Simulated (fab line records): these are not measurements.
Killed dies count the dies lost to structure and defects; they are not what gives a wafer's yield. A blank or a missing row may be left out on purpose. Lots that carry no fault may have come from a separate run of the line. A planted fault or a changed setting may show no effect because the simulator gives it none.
What tool caused it?	flow sky130	13 lots, 39 wafers sampled, at 4 steps of a route of 708

WHAT THE GAUGES SHOWED, per wafer
SKY_SONOS_ONO_OVL_MEAS_14.
lot	measured	on	SONOS_ONO_OVL (nm)
L268	day 12 14:49	overlay-02	0.4 1.1 2.3
L269	day 12 22:16	overlay-01	0.8 0.0 -0.9
L270	day 13 04:25	overlay-02	-1.2 1.1 1.0
L273	day 14 09:18	overlay-02	-0.1 -1.7 -1.1
L274	day 14 23:00	overlay-02	1.1 1.6 1.0
L276	day 15 08:59	overlay-02	-1.6 -2.1 -2.2
L277	day 15 13:59	overlay-01	1.5 1.6 1.8
L278	day 15 23:25	overlay-01	0.7 -0.7 -1.7
L280	day 17 06:17	overlay-01	1.2 3.4 2.4
L283	day 18 10:56	overlay-02	-0.6 -0.2 0.6
L284	day 18 10:21	overlay-02	2.1 -2.1 2.5
L290	day 20 07:48	overlay-01	1.0 0.8 -0.1
L291	day 20 14:13	overlay-02	2.4 2.6 1.7

SKY_GATE_OXIDE_TW_MEAS_14.
lot	measured	on	GATE_OXIDE_TW
L268	day 13 18:34	film metro-04	226 224 225
L269	day 14 02:04	film metro-04	225 224 225
L270	day 14 08:43	film metro-01	218 219 219
L273	day 15 15:28	film metro-03	229 228 228
L274	day 16 05:16	film metro-03	228 229 228
L276	day 16 18:31	film metro-01	220 220 221
L277	day 17 03:35	film metro-03	227 228 229
L278	day 17 09:22	film metro-04	225 223 224
L280	day 18 19:49	film metro-01	218 218 217
L283	day 19 21:05	film metro-01	217 217 217
L284	day 19 20:46	film metro-01	218 217 219
L290	day 21 17:10	film metro-01	216 217 217
L291	day 21 23:19	film metro-03	229 229 228

WHICH TOOL RAN EACH LOT (tool, then ch and the chambers of the sampled wafers, then the start)
lot	SKY_FIELD_ISO_STRIP_16	SKY_GATE_OXIDE_CLEAN_00
L268	plasma asher-01 ch 0,1, day 2 05:36	wet bench-02 ch 2, day 12 15:08
L269	plasma asher-04 ch 0,1, day 2 12:03	wet bench-02 ch 0, day 12 22:34
L270	plasma asher-02 ch 0,1, day 2 17:45	wet bench-04 ch 0, day 13 04:44
L273	plasma asher-04 ch 0,1, day 3 08:10	wet bench-04 ch 0, day 14 09:35
L274	plasma asher-01 ch 0,1, day 3 11:21	wet bench-02 ch 0, day 14 23:17
L276	plasma asher-02 ch 0,1, day 3 22:37	wet bench-01 ch 1, day 15 09:18
L277	plasma asher-02 ch 0,1, day 4 03:41	wet bench-02 ch 3, day 15 14:16
L278	plasma asher-02 ch 0,1, day 4 08:05	wet bench-02 ch 1, day 15 23:42
L280	plasma asher-02 ch 0,1, day 4 21:19	wet bench-02 ch 1, day 17 06:34
L283	plasma asher-01 ch 0,1, day 5 13:41	wet bench-04 ch 1, day 18 11:13
L284	plasma asher-02 ch 0,1, day 5 15:24	wet bench-01 ch 3, day 18 10:40
L290	plasma asher-02 ch 0,1, day 6 23:35	wet bench-01 ch 0, day 20 08:06
L291	plasma asher-04 ch 0,1, day 7 06:37	wet bench-01 ch 1, day 20 14:30
- SKY_FIELD_ISO_STRIP_16: strips in O2/N2.
- SKY_GATE_OXIDE_CLEAN_00: cleans in SC1/SC2, time 150 s.

WHAT THE TOOLS THEMSELVES READ (means of the sampled wafers that have a number; where no wafer has one, the mark that the record gives instead)
SKY_FIELD_ISO_STRIP_16.
lot	tool	chamber pressure mTorr (mTorr)	drypump motor current A (A)	oes product au (a.u.)	strip time to endpoint s (s)
L268	plasma asher-01	1500.3	5.6	0.378	3.53
L269	plasma asher-04	1499.4	5.7	0.375	3.58
L270	plasma asher-02	1498.7	5.6	0.378	3.60
L273	plasma asher-04	1499.8	6.0	0.377	3.52
L274	plasma asher-01	1499.3	5.6	0.383	3.58
L276	plasma asher-02	1499.9	6.0	0.380	3.57
L277	plasma asher-02	1499.3	6.0	0.378	3.60
L278	plasma asher-02	1500.9	6.1	0.375	3.57
L280	plasma asher-02	1500.2	6.0	0.372	3.57
L283	plasma asher-01	1499.1	5.9	0.381	3.57
L284	plasma asher-02	1499.8	5.6	0.375	3.55
L290	plasma asher-02	1498.7	6.0	0.382	3.56
L291	plasma asher-04	1501.1	5.7	0.379	3.52

SKY_GATE_OXIDE_CLEAN_00.
lot	tool	run length s (s)
L268	wet bench-02	183
L269	wet bench-02	178
L270	wet bench-04	183
L273	wet bench-04	184
L274	wet bench-02	177
L276	wet bench-01	174
L277	wet bench-02	175
L278	wet bench-02	78
L280	wet bench-02	70
L283	wet bench-04	176
L284	wet bench-01	181
L290	wet bench-01	182
L291	wet bench-01	175

THE ANSWER, worked out from the rows above alone
Rule: what is usual is taken from the lots themselves. The widest of any qualifying gaps counts: lots, ordered by their means at a reading, are off when they make up no more than a third of the lots, leave a main group of 4 or more, and stand apart from it by 3 or more times the standard deviation of that group's means. Not used: any main group whose means are identical at the precision the tables above print for the reading. A lot without any number at a reading at which 4 lots or more have one is off too. The other lots that the step has rows for count as sound. The gauges are gone through in route order, then the tools' own readings, and for those a lot's mean is taken as printed above. The first step at which some lot is off is used, and at that step the reading that is off furthest; a lot without a number counts as furthest.
Off: L278, L280, at SKY_GATE_OXIDE_CLEAN_00 (run length s). The main group: mean 179 s, standard deviation 3.6.
A tool fits if, at that step or a process step before it, it ran every lot that is off, and no sound lot after the first of them. One candidate fits, namely wet bench-02 at SKY_GATE_OXIDE_CLEAN_00. A fault onset in the window from L277 (day 15 14:16, its last sound lot) to L278 (day 15 23:42, its first lot off) fits.
On the lots that are off, the tool's own readings at SKY_GATE_OXIDE_CLEAN_00 differ by more than 5 times the standard deviation of the sound lots' means, which bears it out; run length s reads 74 s there versus 179 s on the sound lots.

WHAT THE SIMULATOR HAD PUT IN
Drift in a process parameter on wet bench-02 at SKY_GATE_OXIDE_CLEAN_00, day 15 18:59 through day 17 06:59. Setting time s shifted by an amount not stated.
Struck lots among those shown: L278, L280. The rule given above showed the same thing.
